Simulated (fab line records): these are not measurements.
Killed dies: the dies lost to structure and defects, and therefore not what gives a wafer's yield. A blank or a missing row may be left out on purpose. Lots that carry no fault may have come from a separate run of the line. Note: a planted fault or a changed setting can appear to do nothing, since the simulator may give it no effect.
2 desks looking at one fault	flow gf180mcu	each desk has only its own numbers; what lay behind them comes last

== FOR THE TOOL OWNER'S DESK: pecvd-01 ==
The tool's own readings at GF_SAB_CVD_00 (deposits SiO2 from TEOS, target thk 50 nm, time 4.9302 s): means of the sampled wafers that have a number, for each lot that ran on this tool. A lot is out of limits, marked OUT, if its mean lies more than 4 standard deviations from the usual mean; the brackets give that distance.
Columns: A = heater-power-w at GF_SAB_CVD_00, usual 625 W
lot	first seen here	A
L178	day 18 05:40	732
L179	day 18 15:14	617
L188	day 21 16:11	713
This desk's verdict: no lot among the 3 shows anything out of limits.

== AT THE METROLOGY DESK ==
What the gauges read, lot by lot, whatever tool the lot ran on: means of the sampled wafers that have a number. A lot is out of limits, marked OUT, if its mean lies more than 4 standard deviations from the usual mean; the brackets give that distance.
Columns: A = HV_LDD_CVD_56_THK at GF_HV_LDD_THK_MEAS_57, usual 89.8 nm; B = cd-nm at GF_PSD_CD_MEAS_07, usual 400.4 nm; C = SAB_CVD_00_THK at GF_SAB_THK_MEAS_01, usual 49.7 nm; D = CONTACT_BOW at GF_CONTACT_BOW_MEAS_05, usual 65 um
lot	first seen here	A	B	C	D
L167	day 12 14:04	91.1	396.8	50.3	64
L168	day 12 19:32	90.6	402.1	48.7	61
L169	day 13 04:44	90.4	401.2	50.2	64
L170	day 13 16:04	92.0	402.5	49.5	64
L172	day 14 06:31	88.5	402.0	49.2	62
L177	day 16 05:16	90.1	401.3	49.0	65
L178	day 16 07:10	90.9	397.9	60.3 (+15) OUT	70
L179	day 16 17:08	89.9	403.9	54.7 (+7.1) OUT	66
L181	day 17 11:45	90.9	401.5	49.2	68
L183	day 17 21:46	90.1	398.1	50.0	63
L186	day 18 22:49	90.7	398.3	49.1	58
L187	day 19 10:02	88.9	394.6	49.7	67
L188	day 19 16:19	89.0	401.8	49.8	64
L190	day 20 05:25	88.7	402.2	49.9	65
This desk's result: L178, L179 out of limits, first on L178 (SAB_CVD_00_THK at GF_SAB_THK_MEAS_01), day 18 05:41. Within limits: L167, L168, L169, L170, L172, L177, L181, L183, L186, L187, L188, L190.

== TAKEN TOGETHER ==
The metrology desk could have raised an alarm at day 18 05:41, on L178, L179.
Nothing out of limits was seen by the tool owner's desk.
Tool owner's desk: L178, L179 on record, inside its limits.
GF_SAB_CVD_00 was run on pecvd-01 by each of the lots named.

== WHAT WAS PUT IN BY THE SIMULATOR ==
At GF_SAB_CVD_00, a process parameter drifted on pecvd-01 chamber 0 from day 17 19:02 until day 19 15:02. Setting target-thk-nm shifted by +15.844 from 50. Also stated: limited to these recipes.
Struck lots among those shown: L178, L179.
Hours from the fault's start to each desk's first reading out of limits: the metrology desk, 11.
